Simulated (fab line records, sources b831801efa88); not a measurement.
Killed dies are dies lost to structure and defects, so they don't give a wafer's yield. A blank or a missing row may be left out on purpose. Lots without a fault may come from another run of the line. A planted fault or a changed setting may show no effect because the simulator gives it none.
Which tool did it? | flow sky130 | 6 lots, 18 wafers sampled, at 5 steps of a route of 708

WHAT THE GAUGES READ, wafer by wafer
SKY_CONTACT_CD_MEAS_14: target cd 170 nm.
lot  | measured     | on        | cd_nm (nm)
L538 | day 31 21:06 | cd_sem-02 | 171.6 171.5 171.9
L540 | day 32 15:31 | cd_sem-02 | 170.4 171.7 172.2
L548 | day 35 11:06 | cd_sem-01 | 171.8 171.2 170.0
L551 | day 36 23:09 | cd_sem-01 | 168.7 169.4 168.5
L556 | day 38 07:12 | cd_sem-01 | 169.3 166.7 168.3
L558 | day 38 10:06 | cd_sem-02 | 169.4 169.3 169.9

WHICH TOOL RAN EACH LOT (tool, then ch and the chambers of the sampled wafers, then the start)
lot  | SKY_NWELL_COAT_05                | SKY_NWELL_STRIP_14                  | SKY_RES_XHIGH_STRIP_08               | SKY_LI_CONTACT_STRIP_16
L538 | litho_track-02 ch 0, day 4 14:31 | plasma_asher-01 ch 0,1, day 4 23:20 | plasma_asher-02 ch 0,1, day 27 00:44 | plasma_asher-04 ch 1, day 29 12:09
L540 | litho_track-04 ch 0, day 4 23:46 | plasma_asher-01 ch 0,1, day 5 09:30 | plasma_asher-03 ch 0,1, day 27 19:27 | plasma_asher-04 ch 0,1, day 30 05:39
L548 | litho_track-04 ch 0, day 7 02:45 | plasma_asher-01 ch 0,1, day 7 13:53 | plasma_asher-01 ch 0,1, day 30 19:39 | plasma_asher-03 ch 1, day 33 03:56
L551 | litho_track-02 ch 0, day 8 00:34 | plasma_asher-04 ch 0,1, day 8 11:57 | plasma_asher-03 ch 0,1, day 32 08:09 | plasma_asher-03 ch 0,1, day 34 15:56
L556 | litho_track-03 ch 0, day 9 02:48 | plasma_asher-03 ch 0,1, day 9 13:35 | plasma_asher-03 ch 0,1, day 33 17:12 | plasma_asher-03 ch 0,1, day 36 01:08
L558 | litho_track-04 ch 0, day 9 10:27 | plasma_asher-01 ch 0,1, day 9 21:14 | plasma_asher-03 ch 0,1, day 33 19:48 | plasma_asher-03 ch 0,1, day 36 03:59
- SKY_NWELL_COAT_05: resist thk 3000 nm.
- SKY_NWELL_STRIP_14: strips in O2/N2.
- SKY_RES_XHIGH_STRIP_08: strips in O2/N2.
- SKY_LI_CONTACT_STRIP_16: strips in O2/N2.

THE ANSWER, worked out from the rows above alone
Rule: what is usual is taken from the lots themselves. Put in order of their means at a reading, lots are off if they are a third of the lots or fewer, leave a main group of 4 or more, and stand apart from it by a gap of 3 or more times the standard deviation of the main group's means; of several such gaps the widest counts. A main group whose means are all the same, to the digits that the tables above print for the reading, isn't used. A lot without any number at a reading at which 4 lots or more have one is off too. The other lots that the step has rows for count as sound.
No lot is off at any reading shown: from this, nothing can be told.

WHAT THE SIMULATOR HAD PUT IN
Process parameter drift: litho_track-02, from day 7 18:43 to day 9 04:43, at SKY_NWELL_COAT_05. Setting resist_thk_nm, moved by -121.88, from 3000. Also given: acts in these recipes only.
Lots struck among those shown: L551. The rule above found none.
